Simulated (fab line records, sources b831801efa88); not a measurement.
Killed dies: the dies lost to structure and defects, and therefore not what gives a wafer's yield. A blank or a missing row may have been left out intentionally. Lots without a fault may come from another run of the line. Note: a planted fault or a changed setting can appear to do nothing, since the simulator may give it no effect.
fab line records + flow sky130
record
- lots=6
- wafers=18
- last-day=49
route steps=708 shown SD_P@326 RES_XHIGH@332 PAD_OPEN@708
lots untouched by any fault: they come from a run of this same line in which no faults occurred
start-h: hours from the record's first day to the start of the lot's first wafer shown + wait-h: hours elapsed since this lot's preceding step + " repeats the value in the row above + L1.1+2: a single row standing in for several wafers + - no value, or no start was given + * or withheld: withheld + < > ~ a bound
route shown NAME@n: NAME is a module with steps in the file, n the number in the route of the first one + usual: average and standard deviation across the fault-free wafers + same: alike in all rows + chamber/n: place in a boat + sites: per-site readings + _std_site: standard deviation across them + _edge_site: the outer-site mean with the inner-site mean subtracted + radius-mm: how far each site lies from the wafer's centre + mask NAME#n: copy n + behind: the most recent tool/chamber to have shaped the wafer + hold: what put the lot on hold/how long, in hours/how the hold closed + device: which transistor (n, p or np) failed to switch + end of line: tests of these same wafers at the route's end + where a step has no rows: the recipe by itself + killed: at the first sort, the dies lost to defects and structure; wafer yield is something else + map: the dies of a wafer, with x for killed, . for not killed, _ for no die there
set.NAME: the setting as run; set.NAME@STEP: as run at that earlier step + model.NAME: the simulator's own value behind a step, which no gauge read
lots at selected steps of the route; one table per step, one row per wafer
services: when a tool's chamber went out of use (start-h, in hours from the record's first day, below 0 if earlier), for how many hours, and the reason
## steps
# step SKY_SD_P_DEVELOP_06
# recipe
- resist=NOVOLAK
- developer=TMAH
- develop-time-s=60
- dev-temp-c=23
# step SKY_SD_P_CD_MEAS_07
# recipe
- target-cd-nm=380
# usual
- cd-nm=380.1/1.9
| lot.wafer | tool      | chamber | start-h | wait-h | cd-nm |
|-----------|-----------|---------|---------|--------|-------|
| L368.1    | cd-sem-01 | -       | 618.11  | 0.1    | 382.6 |
| L368.2    | "         | -       | "       | "      | 384.2 |
| L368.6    | "         | -       | "       | "      | 381.5 |
| L373.1    | cd-sem-01 | -       | 650.71  | 0.1    | 378.3 |
| L373.2    | "         | -       | "       | "      | 378.3 |
| L373.3    | "         | -       | "       | "      | 375.8 |
| L380.1    | cd-sem-01 | -       | 700.37  | 0.1    | 379.0 |
| L380.3    | "         | -       | "       | "      | 378.2 |
| L380.5    | "         | -       | "       | "      | 380.4 |
| L381.1    | cd-sem-02 | -       | 704.13  | 0.1    | 380.1 |
| L381.2    | "         | -       | "       | "      | 380.0 |
| L381.5    | "         | -       | "       | "      | 378.5 |
| L384.2    | cd-sem-02 | -       | 729.38  | 0.1    | 379.2 |
| L384.3    | "         | -       | "       | "      | 381.0 |
| L384.6    | "         | -       | "       | "      | 381.2 |
| L386.2    | cd-sem-02 | -       | 745.08  | 0.1    | 383.4 |
| L386.5    | "         | -       | "       | "      | 382.0 |
| L386.6    | "         | -       | "       | "      | 381.4 |
# step SKY_SD_P_OVL_MEAS_08
# usual
- SD_P_OVL=-0.4/1.5
| lot.wafer | tool       | chamber | start-h | wait-h | SD_P_OVL[nm] |
|-----------|------------|---------|---------|--------|--------------|
| L368.1    | overlay-01 | -       | 618.23  | 0.1    | -1.5         |
| L368.2    | "          | -       | "       | "      | -1.1         |
| L368.6    | "          | -       | "       | "      | -1.4         |
| L373.1    | overlay-02 | -       | 650.83  | 0.1    | -1.7         |
| L373.2    | "          | -       | "       | "      | -2.6         |
| L373.3    | "          | -       | "       | "      | -3.8         |
| L380.1    | overlay-02 | -       | 700.49  | 0.1    | 0.8          |
| L380.3    | "          | -       | "       | "      | 1.7          |
| L380.5    | "          | -       | "       | "      | 0.5          |
| L381.1    | overlay-01 | -       | 704.25  | 0.1    | 1.4          |
| L381.2    | "          | -       | "       | "      | 0.9          |
| L381.5    | "          | -       | "       | "      | 3.5          |
| L384.2    | overlay-02 | -       | 729.48  | 0.1    | -1.2         |
| L384.3    | "          | -       | "       | "      | -0.5         |
| L384.6    | "          | -       | "       | "      | 0.0          |
| L386.2    | overlay-01 | -       | 745.18  | 0.1    | 0.0          |
| L386.5    | "          | -       | "       | "      | 0.8          |
| L386.6    | "          | -       | "       | "      | 0.2          |
# step SKY_SD_P_IMPLANT_09
# recipe
- species=BF2
- energy-kev=20
- dose-cm2=3e+15
- tilt-deg=0
# step SKY_SD_P_STRIP_10
# recipe
- chemistry=O2/N2
- power-w=1400
- pressure-mtorr=1500
- platen-temp-c=withheld
- o2-flow-sccm=3000
- n2-flow-sccm=300
- overash-fraction=0.5
# usual
- drypump-motor-current-A=5.8/0.52
- oes-product-au=0.618/0.0046
- strip-time-to-endpoint-s=17.51/0.039
| lot.wafer | tool            | chamber | start-h | wait-h | drypump-motor-current-A | oes-product-au | rf-hours-counter-h | strip-time-to-endpoint-s |
|-----------|-----------------|---------|---------|--------|-------------------------|----------------|--------------------|--------------------------|
| L368.1    | plasma-asher-03 | 1       | 618.41  | 0.1    | 5.3                     | 0.618          | 48                 | 17.49                    |
| L368.2    | "               | 0       | "       | "      | 6.2                     | 0.622          | 48                 | 17.48                    |
| L368.6    | "               | 0       | "       | "      | 6.2                     | 0.623          | -                  | 17.49                    |
| L373.1    | plasma-asher-01 | 1       | 651.01  | 0.1    | 5.2                     | 0.621          | 97                 | 17.47                    |
| L373.2    | "               | 0       | "       | "      | 4.9                     | 0.607          | 97                 | 17.42                    |
| L373.3    | "               | 1       | "       | "      | 5.2                     | 0.623          | -                  | 17.50                    |
| L380.1    | plasma-asher-02 | 1       | 700.67  | 0.1    | 6.4                     | 0.621          | 86                 | 17.53                    |
| L380.3    | "               | 1       | "       | "      | 6.5                     | 0.620          | -                  | 17.50                    |
| L380.5    | "               | 1       | "       | "      | 6.5                     | 0.617          | -                  | 17.57                    |
| L381.1    | plasma-asher-02 | 1       | 704.44  | 0.1    | 6.5                     | 0.618          | 86                 | 17.50                    |
| L381.2    | "               | 0       | "       | "      | 5.8                     | 0.618          | 86                 | 17.49                    |
| L381.5    | "               | 1       | "       | "      | 6.4                     | 0.616          | -                  | 17.49                    |
| L384.2    | plasma-asher-02 | 1       | 729.66  | 0.1    | 6.4                     | 0.622          | 89                 | 17.55                    |
| L384.3    | "               | 0       | "       | "      | 5.8                     | 0.620          | -                  | 17.55                    |
| L384.6    | "               | 0       | "       | "      | 5.8                     | 0.613          | -                  | 17.53                    |
| L386.2    | plasma-asher-02 | 1       | 745.36  | 0.1    | 6.4                     | 0.619          | 91                 | 17.60                    |
| L386.5    | "               | 0       | "       | "      | 5.8                     | 0.624          | -                  | 17.55                    |
| L386.6    | "               | 1       | "       | "      | 6.5                     | 0.617          | -                  | 17.61                    |
# step SKY_SD_P_TW_MEAS_11
# usual
- SD_P_TW=2818/18
| lot.wafer | tool          | chamber | start-h | wait-h | SD_P_TW |
|-----------|---------------|---------|---------|--------|---------|
| L368.1    | film-metro-03 | -       | 618.51  | 0.1    | 2817    |
| L368.2    | "             | -       | "       | "      | 2809    |
| L368.6    | "             | -       | "       | "      | 2818    |
| L373.1    | film-metro-03 | -       | 651.11  | 0.1    | 2814    |
| L373.2    | "             | -       | "       | "      | 2821    |
| L373.3    | "             | -       | "       | "      | 2810    |
| L380.1    | film-metro-01 | -       | 700.77  | 0.1    | 2809    |
| L380.3    | "             | -       | "       | "      | 2818    |
| L380.5    | "             | -       | "       | "      | 2822    |
| L381.1    | film-metro-02 | -       | 704.54  | 0.1    | 2848    |
| L381.2    | "             | -       | "       | "      | 2850    |
| L381.5    | "             | -       | "       | "      | 2849    |
| L384.2    | film-metro-02 | -       | 729.77  | 0.1    | 2837    |
| L384.3    | "             | -       | "       | "      | 2835    |
| L384.6    | "             | -       | "       | "      | 2832    |
| L386.2    | film-metro-01 | -       | 745.47  | 0.1    | 2802    |
| L386.5    | "             | -       | "       | "      | 2815    |
| L386.6    | "             | -       | "       | "      | 2797    |
# step SKY_RES_XHIGH_DEHYDRATE_00
# recipe
- temp-c=200
- time-s=60
# step SKY_RES_XHIGH_HMDS_01
# recipe
- prime-time-s=60
- prime-temp-c=120
# step SKY_RES_XHIGH_COAT_02
# recipe
- resist=NOVOLAK
- spin-rpm=3000
- resist-thk-nm=1140
# step SKY_RES_XHIGH_SOFTBAKE_03
# recipe
- temp-c=90
- time-s=60
- resist=NOVOLAK
# step SKY_RES_XHIGH_EXPOSE_04
# recipe
- mask-id=URPM
- na=0.6
- source-shape=conventional
- sigma-outer=0.6
- polarization=unpolarized
- target-cd-nm=1270
- dose-mj=140
# step SKY_RES_XHIGH_PEB_05
# recipe
- temp-c=withheld
- time-s=*
- resist=NOVOLAK
# step SKY_RES_XHIGH_DEVELOP_06
# recipe
- resist=NOVOLAK
- developer=TMAH
- develop-time-s=60
- dev-temp-c=23
# usual
- chill-plate-temp-C=22.99/0.1
- developer-temp-C=23.02/0.11
| lot.wafer | tool           | chamber | start-h | wait-h | chill-plate-temp-C | developer-temp-C |
|-----------|----------------|---------|---------|--------|--------------------|------------------|
| L368.1    | litho-track-03 | 0       | 646.47  | 0.1    | 22.86              | 22.96            |
| L368.2    | "              | 0       | "       | "      | 22.90              | 22.95            |
| L368.6    | "              | 0       | "       | "      | 22.92              | 23.12            |
| L373.1    | litho-track-02 | 0       | 678.66  | 0.1    | 23.07              | 22.91            |
| L373.2    | "              | 0       | "       | "      | 23.25              | 22.94            |
| L373.3    | "              | 0       | "       | "      | 23.12              | 22.97            |
| L380.1    | litho-track-02 | 0       | 727.71  | 0.1    | 23.02              | 22.03            |
| L380.3    | "              | 0       | "       | "      | 22.93              | 22.15            |
| L380.5    | "              | 0       | "       | "      | 22.98              | 21.97            |
| L381.1    | litho-track-02 | 0       | 731.41  | 0.1    | 22.99              | 22.17            |
| L381.2    | "              | 0       | "       | "      | 22.82              | 22.08            |
| L381.5    | "              | 0       | "       | "      | 23.05              | 21.99            |
| L384.2    | litho-track-01 | 0       | 755.62  | 0.1    | 23.05              | 23.00            |
| L384.3    | "              | 0       | "       | "      | 22.86              | 22.95            |
| L384.6    | "              | 0       | "       | "      | 23.04              | 23.00            |
| L386.2    | litho-track-01 | 0       | 772.32  | 0.1    | 23.02              | 23.11            |
| L386.5    | "              | 0       | "       | "      | 22.90              | 23.19            |
| L386.6    | "              | 0       | "       | "      | 22.83              | 22.96            |
# step SKY_RES_XHIGH_IMPLANT_07
# recipe
- species=BF2
- energy-kev=20
- dose-cm2=3.6e+14
- tilt-deg=0
# step SKY_PAD_OPEN_PROBE_99
# usual
- killed_at_M0_to_M3=44/7.4
- killed_at_M4_up=3.1/1.8
- killed-at-contacts=24/5.6
- killed-at-front-end=15/4.9
- killed-at-other=0.4/0.59
- killed-dies=87/9.8
- killed-open=47/7.2
- killed-short=39/6.8
# same
- gross-dies=492
- killed-at-back-side=0
| lot.wafer | tool      | chamber | start-h | wait-h | killed_at_M0_to_M3 | killed_at_M4_up | killed-at-contacts | killed-at-front-end | killed-at-other | killed-dies | killed-open | killed-short |
|-----------|-----------|---------|---------|--------|--------------------|-----------------|--------------------|---------------------|-----------------|-------------|-------------|--------------|
| L373.1    | prober-01 | -       | 1120.59 | 0.1    | 41                 | 3               | 25                 | 16                  | 0               | 85          | 44          | 41           |
| L373.2    | prober-01 | -       | 1120.64 | 0.1    | 39                 | 6               | 18                 | 19                  | 0               | 82          | 36          | 46           |
| L373.3    | prober-01 | -       | 1120.69 | 0.2    | 37                 | 4               | 18                 | 16                  | 0               | 75          | 42          | 33           |
| L381.1    | prober-01 | -       | 1155.42 | 0.1    | 52                 | 3               | 27                 | 13                  | 1               | 96          | 49          | 47           |
| L381.2    | prober-01 | -       | 1155.47 | 0.1    | 39                 | 3               | 19                 | 14                  | 1               | 76          | 43          | 33           |
| L381.5    | prober-01 | -       | 1155.62 | 0.2    | 43                 | 3               | 27                 | 12                  | 0               | 85          | 45          | 39           |
| L384.2    | prober-02 | -       | 1173.59 | 0.1    | 49                 | 3               | 27                 | 12                  | 0               | 91          | 55          | 36           |
| L384.3    | prober-02 | -       | 1173.64 | 0.2    | 41                 | 2               | 28                 | 15                  | 0               | 86          | 45          | 41           |
| L384.6    | prober-02 | -       | 1173.79 | 0.2    | 25                 | 6               | 21                 | 16                  | 0               | 68          | 42          | 26           |
# killed by level:class
L373.1 VIA1:geometric-particle:open=12 CONTACT:geometric-particle:open=11 METAL1:geometric-particle:short=7 FIELD_ISO:geometric-particle:open=5 LI_CONTACT:geometric-particle:open=5 CONTACT:geometric-particle:short=5 VIA3:geometric-particle:open=5 FIELD_ISO:geometric-particle:short=4
L373.2 METAL1:geometric-particle:short=8 FIELD_ISO:geometric-particle:open=6 FIELD_ISO:geometric-particle:short=6 VIA3:geometric-particle:open=6 METAL4:geometric-particle:short=6 CONTACT:geometric-particle:short=5 CONTACT:geometric-particle:open=5 VIA1:geometric-particle:open=5
L373.3 CONTACT:geometric-particle:open=8 VIA1:geometric-particle:open=8 VIA3:geometric-particle:open=7 METAL2:geometric-particle:short=6 FIELD_ISO:geometric-particle:short=5 LOCAL_INTERCONNECT:geometric-particle:short=5 VIA2:geometric-particle:open=5 METAL1:geometric-particle:short=4
L381.1 VIA1:geometric-particle:open=18 CONTACT:geometric-particle:open=9 METAL2:geometric-particle:short=9 LOCAL_INTERCONNECT:geometric-particle:short=7 VIA2:geometric-particle:open=6 CONTACT:geometric-particle:short=6 POLY_GATE:geometric-particle:short=5 VIA1:geometric-particle:short=5
L381.2 VIA1:geometric-particle:open=8 CONTACT:geometric-particle:open=7 CONTACT:geometric-particle:short=6 METAL1:geometric-particle:short=6 VIA2:geometric-particle:open=6 VIA3:geometric-particle:open=6 POLY_GATE:geometric-particle:short=5 LI_CONTACT:geometric-particle:open=5
L381.5 VIA1:geometric-particle:open=8 LI_CONTACT:geometric-particle:open=7 VIA2:geometric-particle:open=7 LI_CONTACT:geometric-particle:short=6 CONTACT:geometric-particle:open=6 VIA1:geometric-particle:short=5 LOCAL_INTERCONNECT:geometric-particle:short=4 VIA3:geometric-particle:open=4
L384.2 VIA3:geometric-particle:open=12 LI_CONTACT:geometric-particle:open=10 VIA1:geometric-particle:open=9 CONTACT:geometric-particle:open=8 VIA2:geometric-particle:open=6 FIELD_ISO:geometric-particle:short=5 VIA2:geometric-particle:short=5 LOCAL_INTERCONNECT:geometric-particle:short=4
L384.3 CONTACT:geometric-particle:open=12 VIA2:geometric-particle:open=10 VIA3:geometric-particle:open=7 METAL1:geometric-particle:short=6 LOCAL_INTERCONNECT:geometric-particle:short=5 CONTACT:geometric-particle:short=5 VIA1:geometric-particle:open=5 FIELD_ISO:geometric-particle:short=4
L384.6 CONTACT:geometric-particle:open=13 FIELD_ISO:geometric-particle:open=6 VIA1:geometric-particle:open=6 VIA3:geometric-particle:open=4 METAL4:geometric-particle:short=4 SPACER:geometric-particle:short=3 LOCAL_INTERCONNECT:geometric-particle:short=3 CONTACT:geometric-particle:short=3
## services
| tool            | chamber | start-h | hours | kind                      |
|-----------------|---------|---------|-------|---------------------------|
| plasma-asher-01 | -       | 598.51  | 3.1   | repair                    |
| litho-track-03  | -       | 668.36  | -     | consumable-replace:filter |
| plasma-asher-01 | -       | 733.75  | 9.0   | pm                        |
| plasma-asher-01 | 0       | 733.75  | 9.0   | vent-cycle                |
| plasma-asher-01 | 1       | 733.75  | 9.0   | vent-cycle                |
| plasma-asher-01 | 0       | 742.75  | -     | clean                     |
| plasma-asher-01 | 1       | 742.75  | -     | clean                     |
| litho-track-01  | -       | 761.83  | -     | consumable-replace:filter |
## key
first-sign
- step=SKY_RES_XHIGH_DEVELOP_06
- reading=developer-temp-C
- direction=down
- sigmas=8.5
- usual=*
- struck=*
effect none on later readings
met-at SKY_RES_XHIGH_DEVELOP_06
struck-wafers L380.1,L380.3,L380.5,L381.1,L381.2,L381.5
tester-left-out L380,L381
onset-between 678.66 727.71
fault
- kind=process-parameter-drift
- tool=litho-track-02
- chamber=-
- onset-h=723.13
- steps=SKY_RES_XHIGH_DEVELOP_06
- channel=dev-temp-c
- offset=*
- shape=step
- end-h=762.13
- acts-in=*
- stated=*
# tester-left-out: of these lots the tester's yield and bins aren't shown, on N5 and GAA mostly nor the transistor test; their killed dies are dies lost to structure and defects alone, not to doping, threshold or leakage, so they don't give the yield
